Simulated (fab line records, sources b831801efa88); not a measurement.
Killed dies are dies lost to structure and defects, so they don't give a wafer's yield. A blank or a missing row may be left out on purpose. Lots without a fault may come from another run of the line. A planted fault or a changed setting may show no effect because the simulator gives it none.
Which tool did it? | flow sky130 | 14 lots, 42 wafers sampled, at 2 steps of a route of 708

WHAT THE GAUGES READ, wafer by wafer
The record holds no reading of a measuring or inspecting step that can be judged against a usual standard deviation.

WHICH TOOL RAN EACH LOT (tool, then ch and the chambers of the sampled wafers, then the start)
lot  | SKY_POLY_GATE_ETCH_16              | SKY_POLY_GATE_STRIP_18
L286 | rie_diel-03 ch 0,1,2, day 16 03:56 | plasma_asher-01 ch 0,1, day 16 04:05
L287 | rie_diel-03 ch 0,2, day 16 08:17   | plasma_asher-02 ch 1, day 16 08:26
L288 | rie_diel-04 ch 1,2,3, day 16 19:08 | plasma_asher-01 ch 0,1, day 16 19:17
L289 | rie_diel-02 ch 0,2,3, day 17 11:48 | plasma_asher-02 ch 0,1, day 17 11:57
L292 | rie_diel-04 ch 0,1,2, day 18 10:05 | plasma_asher-01 ch 0,1, day 18 10:16
L293 | rie_diel-04 ch 0,2,3, day 18 17:50 | plasma_asher-04 ch 0,1, day 18 18:01
L295 | rie_diel-03 ch 0,3, day 19 13:53   | plasma_asher-02 ch 0,1, day 19 14:02
L296 | rie_diel-04 ch 0,2,3, day 20 02:17 | plasma_asher-04 ch 0,1, day 20 02:26
L297 | rie_diel-04 ch 0,3, day 20 08:39   | plasma_asher-04 ch 0,1, day 20 08:48
L299 | rie_diel-04 ch 1,3, day 21 17:03   | plasma_asher-02 ch 0, day 21 17:12
L306 | rie_diel-02 ch 0,1,2, day 23 20:21 | plasma_asher-02 ch 0, day 23 20:30
L307 | rie_diel-02 ch 1,3, day 24 05:59   | plasma_asher-04 ch 0,1, day 24 06:08
L308 | rie_diel-03 ch 0,1,2, day 24 17:27 | plasma_asher-02 ch 0,1, day 24 17:36
L309 | rie_diel-03 ch 0,2,3, day 24 22:53 | plasma_asher-04 ch 0,1, day 24 23:02
- SKY_POLY_GATE_ETCH_16: etches Si3N4 in CH3F/O2, stops on poly-Si, time 147.5 s, target depth 75 nm.
- SKY_POLY_GATE_STRIP_18: strips in O2/N2.

WHAT THE TOOLS THEMSELVES READ (means of the sampled wafers that have a number; where no wafer has one, the mark that the record gives instead)
SKY_POLY_GATE_ETCH_16. Usual: O2_flow_sccm 30.01 sccm, standard deviation 0.088; drypump_motor_current_A 5.9 A, standard deviation 0.46; oes_product_au 0.640 a.u., standard deviation 0.0055; throttle_valve_pct 10.534 %, standard deviation 0.0099.
lot  | tool        | O2_flow_sccm (sccm) | drypump_motor_current_A (A) | oes_product_au (a.u.) | throttle_valve_pct (%) | flag
L286 | rie_diel-03 | 29.96               | 6.3                         | 0.638                 | 10.538                 |
L287 | rie_diel-03 | 30.03               | 5.9                         | 0.634                 | 10.540                 |
L288 | rie_diel-04 | 30.04               | 5.7                         | 0.638                 | 10.543                 |
L289 | rie_diel-02 | 29.96               | 5.6                         | 0.642                 | 10.534                 |
L292 | rie_diel-04 | 30.02               | 5.6                         | 0.644                 | 10.536                 |
L293 | rie_diel-04 | 29.96               | 5.8                         | 0.641                 | 10.532                 |
L295 | rie_diel-03 | 30.08               | 5.8                         | 0.645                 | 10.530                 |
L296 | rie_diel-04 | 30.06               | 5.8                         | 0.639                 | 10.530                 |
L297 | rie_diel-04 | 29.98               | 6.2                         | 0.634                 | 10.534                 |
L299 | rie_diel-04 | 29.94               | 5.9                         | 0.640                 | 10.538                 |
L306 | rie_diel-02 | 29.95               | 5.9                         | 0.639                 | 10.526                 |
L307 | rie_diel-02 | 30.01               | 5.5                         | 0.634                 | 10.521                 |
L308 | rie_diel-03 | 30.09               | 6.2                         | 0.638                 | 10.535                 |
L309 | rie_diel-03 | 30.08               | 5.9                         | 0.639                 | 10.525                 |

SKY_POLY_GATE_STRIP_18. Usual: drypump_motor_current_A 5.8 A, standard deviation 0.42; oes_product_au 0.362 a.u., standard deviation 0.0047; strip_time_to_endpoint_s 3.19 s, standard deviation 0.031.
lot  | tool            | drypump_motor_current_A (A) | oes_product_au (a.u.) | strip_time_to_endpoint_s (s) | flag
L286 | plasma_asher-01 | 6.1                         | 0.359                 | 3.17                         |
L287 | plasma_asher-02 | 6.2                         | 0.363                 | 3.19                         |
L288 | plasma_asher-01 | 6.0                         | 0.363                 | 3.21                         |
L289 | plasma_asher-02 | 6.1                         | 0.358                 | 3.20                         |
L292 | plasma_asher-01 | 5.5                         | 0.367                 | 3.20                         |
L293 | plasma_asher-04 | 5.4                         | 0.365                 | 3.21                         |
L295 | plasma_asher-02 | 6.1                         | 0.357                 | 3.21                         |
L296 | plasma_asher-04 | 5.4                         | 0.362                 | 3.17                         |
L297 | plasma_asher-04 | 5.4                         | 0.368                 | 3.35                         | OFF
L299 | plasma_asher-02 | 5.9                         | 0.366                 | 3.33                         | OFF
L306 | plasma_asher-02 | 5.9                         | 0.358                 | 3.14                         |
L307 | plasma_asher-04 | 5.4                         | 0.366                 | 3.17                         |
L308 | plasma_asher-02 | 6.0                         | 0.361                 | 3.20                         |
L309 | plasma_asher-04 | 5.4                         | 0.364                 | 3.23                         |

THE ANSWER, worked out from the rows above alone
Rule: a lot is off if the mean of its wafers that have a number lies more than 3 standard deviations from the usual mean. A lot without any number at a reading at which 4 lots or more have one is off too. The other lots that the step has rows for count as sound. The gauges are gone through in route order, then the tools' own readings, and for those a lot's mean is taken as printed above. The first step at which some lot is off is used, and at that step the reading that is off furthest; a lot without a number counts as furthest.
Off: L297, L299, at SKY_POLY_GATE_STRIP_18 (strip_time_to_endpoint_s).
A tool fits if, at that step or a process step before it, it ran every lot that is off, and no sound lot after the first of them. One fits: rie_diel-04 at SKY_POLY_GATE_ETCH_16. Its last sound lot is L296 (day 20 02:17), its first lot that is off L297 (day 20 08:39): a fault that began between those two fits.

WHAT THE SIMULATOR HAD PUT IN
Process parameter drift: rie_diel-04, from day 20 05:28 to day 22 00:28, at SKY_POLY_GATE_ETCH_16. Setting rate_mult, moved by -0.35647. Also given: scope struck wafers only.
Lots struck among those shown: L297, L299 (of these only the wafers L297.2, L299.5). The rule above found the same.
